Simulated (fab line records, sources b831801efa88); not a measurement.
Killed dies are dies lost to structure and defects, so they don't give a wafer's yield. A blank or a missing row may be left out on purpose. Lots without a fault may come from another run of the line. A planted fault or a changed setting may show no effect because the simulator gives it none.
Which tool did it? | flow gf180mcu | 7 lots, 21 wafers sampled, at 4 steps of a route of 602

WHAT THE GAUGES READ, wafer by wafer
GF_TOP_METAL_CD_MEAS_14: target cd 440 nm.
lot  | measured     | on        | cd_nm (nm)
L939 | day 28 15:48 | cd_sem-02 | 442.4 441.2 443.0
L942 | day 29 08:22 | cd_sem-02 | 440.5 438.4 441.2
L944 | day 30 01:52 | cd_sem-01 | 443.0 441.8 442.3
L952 | day 32 04:07 | cd_sem-02 | 439.2 436.6 438.1
L959 | day 33 20:58 | cd_sem-02 | 443.1 440.4 438.9
L961 | day 34 07:08 | cd_sem-01 | 439.8 437.5 439.9

WHICH TOOL RAN EACH LOT (tool, then ch and the chambers of the sampled wafers, then the start)
lot  | GF_SALICIDE_WET_ETCH_07         | GF_V5_ETCH_16                      | GF_V5_CVD_23
L939 | wet_bench-03 ch 2, day 15 14:50 | rie_diel-02 ch 0,1,2, day 27 18:40 | cvd_w-01 ch 0,1, day 27 19:27
L942 | wet_bench-02 ch 2, day 16 11:53 | rie_diel-02 ch 1,2, day 28 11:37   | cvd_w-02 ch 0,1, day 28 12:26
L944 | wet_bench-02 ch 3, day 17 09:13 | rie_diel-04 ch 0,1,2, day 29 04:50 | cvd_w-02 ch 0,1, day 29 05:37
L949 | wet_bench-03 ch 3, day 19 05:53 | -                                  | -
L952 | wet_bench-03 ch 1, day 20 06:29 | rie_diel-02 ch 0,2, day 31 09:20   | cvd_w-02 ch 0,1, day 31 10:09
L959 | wet_bench-02 ch 1, day 22 14:34 | rie_diel-02 ch 0,2,3, day 33 03:52 | cvd_w-02 ch 0,1, day 33 04:39
L961 | wet_bench-02 ch 3, day 23 09:03 | rie_diel-04 ch 0,1,3, day 33 14:20 | cvd_w-02 ch 0,1, day 33 15:10
- GF_SALICIDE_WET_ETCH_07: etches the open film in SPM, target depth 120 nm.
- GF_V5_ETCH_16: etches BARC in N2/H2.
- GF_V5_CVD_23: deposits W, target thk 350 nm, time 104.9 s.

THE ANSWER, worked out from the rows above alone
Rule: what is usual is taken from the lots themselves. Put in order of their means at a reading, lots are off if they are a third of the lots or fewer, leave a main group of 4 or more, and stand apart from it by a gap of 3 or more times the standard deviation of the main group's means; of several such gaps the widest counts. A main group whose means are all the same, to the digits that the tables above print for the reading, isn't used. A lot without any number at a reading at which 4 lots or more have one is off too. The other lots that the step has rows for count as sound.
No lot is off at any reading shown: from this, nothing can be told.

WHAT THE SIMULATOR HAD PUT IN
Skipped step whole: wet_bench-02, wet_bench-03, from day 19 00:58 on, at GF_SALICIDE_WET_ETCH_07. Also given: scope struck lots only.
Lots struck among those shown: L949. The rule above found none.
